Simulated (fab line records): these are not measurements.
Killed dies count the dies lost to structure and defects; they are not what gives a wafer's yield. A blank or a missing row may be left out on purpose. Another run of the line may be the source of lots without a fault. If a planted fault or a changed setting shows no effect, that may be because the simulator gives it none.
fab line records | flow sky130
[record] lots = 7 wafers = 18 lastDay = 50
route steps=708 shown RES_XHIGH@332 SD_N@342 PAD_OPEN@708
lots with no fault: from the same line, run without faults
startH: hours from the record's first day to the start of the lot's first wafer shown | waitH: hours since the lot's step before | " as in the row above | L1.1+2: a single row standing in for several wafers | - value missing, or start not given | * or withheld: withheld | < > ~ a bound
route shown NAME@n: names a module that has steps shown in the file, with the first one's number in the route | usual: mean/standard deviation taken from wafers without a fault | same: alike in all rows | chamber/n: place in a boat | sites: readings site by site | _std_site: standard deviation of those values | _edge_site: mean of outer sites minus mean of inner sites | radiusMm: how far each site lies from the wafer's centre | mask NAME#n: copy n | behind: the tool/chamber that last shaped the wafer | hold: cause of the lot's hold/its duration in hours/its outcome | device: transistor that didn't switch, given as n, p or np | end of line: the route-end tests of the same wafers | a step given without rows: its recipe and nothing more | killed: count of dies lost to structure and defects at first sort (not the wafer's yield) | map: a wafer's dies, marking killed ones x, the rest . and places with no die _
set.NAME: the setting the step ran with; set.NAME@STEP: the setting that earlier step ran with | model.NAME: the simulator's own value behind a step, which no gauge read
a table for each step, a row for each wafer; lots at some steps of the route
services: the hour from which a tool's chamber was out of use, counted from the record's first day as startH (under 0 if before that day), plus the number of hours and why
[[steps]]
[step SKY_RES_XHIGH_DEHYDRATE_00]
[recipe] tempC = 200 timeS = 60
[step SKY_RES_XHIGH_HMDS_01]
[recipe] primeTimeS = 60 primeTempC = 120
[step SKY_RES_XHIGH_COAT_02]
[recipe] resist = NOVOLAK spinRpm = 3000 resistThkNm = 1140
[step SKY_RES_XHIGH_SOFTBAKE_03]
[recipe] tempC = 90 timeS = 60 resist = NOVOLAK
[step SKY_RES_XHIGH_EXPOSE_04]
[recipe] maskId = URPM na = 0.6 sourceShape = conventional sigmaOuter = 0.6 polarization = unpolarized targetCdNm = 1270 doseMj = 140
[step SKY_RES_XHIGH_PEB_05]
[recipe] tempC = withheld timeS = * resist = NOVOLAK
[step SKY_RES_XHIGH_DEVELOP_06]
[recipe] resist = NOVOLAK developer = TMAH developTimeS = 60 devTempC = 23
[step SKY_RES_XHIGH_IMPLANT_07]
[recipe] species = BF2 energyKev = 20 doseCm2 = 3.6e+14 tiltDeg = 0
[step SKY_RES_XHIGH_STRIP_08]
[recipe] chemistry = O2/N2 powerW = 1400 pressureMtorr = 1500 platenTempC = withheld o2FlowSccm = 3000 n2FlowSccm = 300 overashFraction = 0.5
[usual] drypumpMotorCurrentA = 5.63/0.27 oesProductAu = 0.711/0.0049 stripTimeToEndpointS = 14.28/0.046
[same] overashFraction = 0.5
// columns lot.wafer tool chamber startH waitH drypumpMotorCurrentA oesProductAu rfHoursCounterH stripTimeToEndpointS
L306.2 plasmaAsher-04 0 605.42 0.1 5.79 0.713 48 14.30
L306.3 " 1 " " 6.17 0.709 - 14.28
L306.6 " 0 " " 5.81 0.712 - 14.31
L313.2 plasmaAsher-03 1 691.47 0.1 5.42 0.713 98 14.30
L313.3 " 0 " " 5.73 0.706 - 14.39
L313.4 " 1 " " 5.48 0.714 - 14.33
L317.4 plasmaAsher-01 0 713.41 0.1 5.27 0.705 - 14.20
L317.5 " 1 " " 5.57 0.713 - 14.22
L319.1 plasmaAsher-04 1 723.37 0.1 6.16 0.724 60 14.31
L319.2 " 0 " " 5.79 0.714 60 14.33
L319.3 " 1 " " 6.16 0.710 - 14.32
L320.1 plasmaAsher-01 1 737.39 0.1 5.57 0.707 91 14.27
L320.3 " 0 " " 5.34 0.699 - 14.29
L322.3 plasmaAsher-03 1 748.01 0.1 5.45 0.701 - 14.26
L322.4 " 0 " " 5.73 0.714 - 14.26
L326.2 plasmaAsher-03 1 784.64 0.1 5.47 0.709 5 14.31
L326.4 " 1 " " 5.46 0.695 - 14.26
L326.6 " 1 " " 5.45 0.718 - 14.27
[step SKY_RES_XHIGH_TW_MEAS_09]
[usual] RES_XHIGH_TW = 1648/11
// columns lot.wafer tool chamber startH waitH RES_XHIGH_TW
L306.2 filmMetro-04 - 605.53 0.1 1647
L306.3 " - " " 1650
L306.6 " - " " 1662
L313.2 filmMetro-01 - 691.58 0.1 1636
L313.3 " - " " 1659
L313.4 " - " " 1648
L317.4 filmMetro-01 - 713.51 0.1 1646
L317.5 " - " " 1642
L319.1 filmMetro-04 - 723.47 0.1 1659
L319.2 " - " " 1660
L319.3 " - " " 1658
L320.1 filmMetro-02 - 737.49 0.1 1638
L320.3 " - " " 1643
L322.3 filmMetro-02 - 748.09 0.1 1647
L322.4 " - " " 1636
L326.2 filmMetro-02 - 784.75 0.1 1630
L326.4 " - " " 1635
L326.6 " - " " 1629
[step SKY_SD_N_DEHYDRATE_00]
[recipe] tempC = 200 timeS = 60
[step SKY_SD_N_HMDS_01]
[recipe] primeTimeS = 60 primeTempC = 120
[step SKY_SD_N_COAT_02]
[recipe] resist = NOVOLAK spinRpm = 3000 resistThkNm = 1140
// columns lot.wafer tool chamber startH waitH model.NOVOLAK_of_SD_N_COAT_02.thkNm
L306.2+3 lithoTrack-01 0 619.78 0.1 1133
L306.6 " 0 " " 1134
L313.2 lithoTrack-02 0 705.25 0.1 1144
L313.3 " 0 " " 1143
L313.4 " 0 " " 1140
L317.4 lithoTrack-01 0 726.98 0.1 813
L317.5 " 0 " " 1136
L319.1 lithoTrack-02 0 737.17 0.1 1154
L319.2+3 " 0 " " 1145
L320.1 lithoTrack-01 0 751.01 0.1 816.1
L320.3 " 0 " " 1135
L322.3 lithoTrack-01 0 761.56 0.1 1137
L322.4 " 0 " " 813.7
L326.2 lithoTrack-03 0 797.66 0.1 1144
L326.4+6 " 0 " " 1141
[step SKY_SD_N_SOFTBAKE_03]
[recipe] tempC = 90 timeS = 60 resist = NOVOLAK
[step SKY_SD_N_EXPOSE_04]
[recipe] maskId = NSDM na = 0.6 sourceShape = conventional sigmaOuter = 0.6 polarization = unpolarized targetCdNm = 380 doseMj = 141
[step SKY_SD_N_PEB_05]
[recipe] tempC = withheld timeS = * resist = NOVOLAK
[step SKY_SD_N_DEVELOP_06]
[recipe] resist = NOVOLAK developer = TMAH developTimeS = 60 devTempC = 23
// columns lot.wafer tool chamber startH waitH model.NOVOLAK_of_SD_N_COAT_02.thkNm
L306.2+3 lithoTrack-01 0 634.68 0.1 1133
L306.6 " 0 " " 1134
L313.2 lithoTrack-01 0 718.88 0.1 1144
L313.3 " 0 " " 1142
L313.4 " 0 " " 1140
L317.4 lithoTrack-02 0 740.50 0.1 812.6
L317.5 " 0 " " 1136
L319.1 lithoTrack-03 0 750.98 0.1 1153
L319.2+3 " 0 " " 1144
L320.1 lithoTrack-03 0 764.53 0.1 815.7
L320.3 " 0 " " 1135
L322.3 lithoTrack-03 0 775.03 0.1 1136
L322.4 " 0 " " 813.3
L326.2 lithoTrack-02 0 810.60 0.1 1143
L326.4+6 " 0 " " 1141
[step SKY_SD_N_CD_MEAS_07]
[recipe] targetCdNm = 380
[usual] cdNm = 380.6/2.3
// columns lot.wafer tool chamber startH waitH cdNm
L306.2 cdSem-01 - 634.83 0.1 382.3
L306.3 " - " " 384.2
L306.6 " - " " 381.1
L313.2 cdSem-01 - 719.03 0.1 381.3
L313.3 " - " " 382.1
L313.4 " - " " 379.3
L317.4 cdSem-02 - 740.63 0.1 414.4
L317.5 " - " " 377.4
L319.1 cdSem-02 - 751.13 0.1 380.9
L319.2 " - " " 379.7
L319.3 " - " " 381.8
L320.1 cdSem-01 - 764.68 0.1 418.9
L320.3 " - " " 382.1
L322.3 cdSem-02 - 775.17 0.1 382.3
L322.4 " - " " 419.2
L326.2 cdSem-02 - 810.74 0.1 379.5
L326.4 " - " " 381.7
L326.6 " - " " 381.9
[step SKY_SD_N_OVL_MEAS_08]
[usual] SD_N_OVL = 0.0/1.5
// columns lot.wafer tool chamber startH waitH SD_N_OVL[nm]
L306.2 overlay-01 - 634.93 0.1 1.1
L306.3 " - " " 0.8
L306.6 " - " " 0.4
L313.2 overlay-01 - 719.13 0.1 0.6
L313.3 " - " " -1.4
L313.4 " - " " 0.1
L317.4 overlay-01 - 740.71 0.1 -1.7
L317.5 " - " " -1.5
L319.1 overlay-02 - 751.25 0.1 2.5
L319.2 " - " " -0.7
L319.3 " - " " 0.8
L320.1 overlay-02 - 764.80 0.1 2.1
L320.3 " - " " 0.8
L322.3 overlay-02 - 775.26 0.1 0.0
L322.4 " - " " -1.0
L326.2 overlay-02 - 810.85 0.1 -1.2
L326.4 " - " " -0.3
L326.6 " - " " -0.9
[step SKY_SD_N_IMPLANT_09]
[recipe] species = As energyKev = 50 doseCm2 = 4e+15 tiltDeg = 0
[step SKY_SD_N_IMPLANT_10]
[recipe] species = P energyKev = 20 doseCm2 = 1e+14 tiltDeg = 0
[step SKY_SD_N_STRIP_11]
[recipe] chemistry = O2/N2 powerW = 1400 pressureMtorr = 1500 platenTempC = withheld o2FlowSccm = 3000 n2FlowSccm = 300 overashFraction = 0.5
[usual] drypumpMotorCurrentA = 5.51/0.27 oesProductAu = 0.527/0.0045 stripTimeToEndpointS = 22.56/0.048
[same] overashFraction = 0.5
// columns lot.wafer tool chamber startH waitH drypumpMotorCurrentA oesProductAu rfHoursCounterH stripTimeToEndpointS
L306.2 plasmaAsher-03 1 635.26 0.1 5.49 0.532 92 22.46
L306.3 " 1 " " 5.49 0.525 - 22.48
L306.6 " 0 " " 5.72 0.532 - 22.50
L313.2 plasmaAsher-02 0 719.46 0.1 5.87 0.532 29 22.61
L313.3 " 1 " " 5.09 0.527 - 22.59
L313.4 " 0 " " 5.87 0.524 - 22.54
L317.4 plasmaAsher-02 1 741.06 0.1 5.11 0.490 - 18.84
L317.5 " 1 " " 5.11 0.532 - 22.50
L319.1 plasmaAsher-02 0 751.59 0.1 5.87 0.525 32 22.67
L319.2 " 1 " " 5.09 0.528 32 22.59
L319.3 " 1 " " 5.10 0.526 - 22.62
L320.1 plasmaAsher-01 1 765.14 0.1 5.54 0.489 94 18.90
L320.3 " 0 " " 5.33 0.518 - 22.50
L322.3 plasmaAsher-02 1 775.62 0.1 5.08 0.534 - 22.52
L322.4 " 0 " " 5.89 0.483 - 18.85
L326.2 plasmaAsher-03 1 811.18 0.1 5.47 0.525 8 22.59
L326.4 " 0 " " 5.76 0.514 - 22.55
L326.6 " 1 " " 5.48 0.527 - 22.54
[step SKY_SD_N_TW_MEAS_12]
[usual] SD_N_TW = 3995/32
// columns lot.wafer tool chamber startH waitH SD_N_TW
L306.2 filmMetro-04 - 635.37 0.1 4001
L306.3 " - " " 4022
L306.6 " - " " 4020
L313.2 filmMetro-02 - 719.57 0.1 3975
L313.3 " - " " 3988
L313.4 " - " " 3982
L317.4 filmMetro-04 - 741.16 0.1 4013
L317.5 " - " " 3996
L319.1 filmMetro-01 - 751.69 0.1 4026
L319.2 " - " " 4023
L319.3 " - " " 4015
L320.1 filmMetro-04 - 765.24 0.1 3990
L320.3 " - " " 3981
L322.3 filmMetro-04 - 775.71 0.1 4067
L322.4 " - " " 4038
L326.2 filmMetro-04 - 811.29 0.1 4033
L326.4 " - " " 4041
L326.6 " - " " 4025
[step SKY_PAD_OPEN_PROBE_99]
[usual] killed_at_M0_to_M3 = 45/6.9 killed_at_M4_up = 3.0/1.7 killedAtContacts = 25/5.6 killedAtFrontEnd = 15/4.2 killedAtOther = 0.3/0.55 killedDies = 89/9.6 killedOpen = 49/7.2 killedShort = 39/6.5
[same] grossDies = 492 killedAtBackSide = 0
// columns lot.wafer tool chamber startH waitH killed_at_M0_to_M3 killed_at_M4_up killedAtContacts killedAtFrontEnd killedAtOther killedDies killedOpen killedShort
L317.4 prober-02 - 1143.29 0.2 55 4 23 26 0 108 53 53
L320.1 prober-01 - 1158.69 0.1 45 3 29 13 2 92 50 40
L322.4 prober-01 - 1166.04 0.2 54 6 27 16 0 103 56 45
// killed by level:class
L317.4 VIA1:geometricParticle:open=10 VIA1:geometricParticle:short=9 POLY_GATE:geometricParticle:short=8 CONTACT:geometricParticle:open=8 VIA2:geometricParticle:open=8 LI_CONTACT:geometricParticle:open=6 POLY_GATE:geometricParticle:open=5 METAL1:geometricParticle:short=5
L320.1 CONTACT:geometricParticle:open=15 VIA1:geometricParticle:open=14 VIA1:geometricParticle:short=6 VIA2:geometricParticle:open=4 LI_CONTACT:geometricParticle:short=4 VIA2:geometricParticle:short=4 VIA3:geometricParticle:short=4 FIELD_ISO:geometricParticle:open=3
L322.4 VIA1:geometricParticle:open=15 LI_CONTACT:geometricParticle:open=8 CONTACT:geometricParticle:open=8 VIA3:geometricParticle:short=7 VIA3:geometricParticle:open=6 METAL2:geometricParticle:short=6 CONTACT:geometricParticle:short=5 VIA2:geometricParticle:open=5
[[services]]
// columns tool chamber startH hours kind
plasmaAsher-02 - 604.04 1.7 repair
plasmaAsher-04 - 648.97 0.6 repair
plasmaAsher-01 - 656.79 1.9 repair
plasmaAsher-01 - 661.35 1.1 repair
plasmaAsher-03 - 733.75 9.0 pm
plasmaAsher-03 0 733.75 9.0 ventCycle
plasmaAsher-03 1 733.75 9.0 ventCycle
plasmaAsher-03 0 742.75 - clean
plasmaAsher-03 1 742.75 - clean
plasmaAsher-04 - 770.17 4.3 pm
plasmaAsher-04 - 774.50 14.6 pm
plasmaAsher-01 - 796.18 5.4 repair
[[key]]
[firstSign] step = SKY_SD_N_CD_MEAS_07 reading = cdNm direction = up sigmas = 16 usual = 380.6 struck = 417.5
[effect] step = SKY_SD_N_STRIP_11 reading = stripTimeToEndpointS direction = down sigmas = 77 usual = * struck = *
[modelEffect] step = SKY_SD_N_COAT_02 value = NOVOLAK_of_SD_N_COAT_02.thkNm without = 1138 struck = 814.3
[modelEffect] step = SKY_SD_N_DEVELOP_06 value = NOVOLAK_of_SD_N_COAT_02.thkNm without = 1137 struck = 813.9
metAt SKY_SD_N_COAT_02
struckWafers L317.4,L320.1,L322.4
testerLeftOut L317,L320,L322
onsetBetween 619.78 726.98
[fault] kind = processParameterDrift tool = lithoTrack-01 chamber = - onsetH = 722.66 steps = SKY_SD_N_COAT_02 channel = resistThkNm offset = -323.97 shape = step endH = 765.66 scope = struckWafersOnly actsIn = theseRecipesOnly stated = 1140
// testerLeftOut: of these lots the tester's yield and bins aren't shown, on N5 and GAA mostly nor the transistor test; their killed dies are dies lost to structure and defects alone, not to doping, threshold or leakage, so they don't give the yield
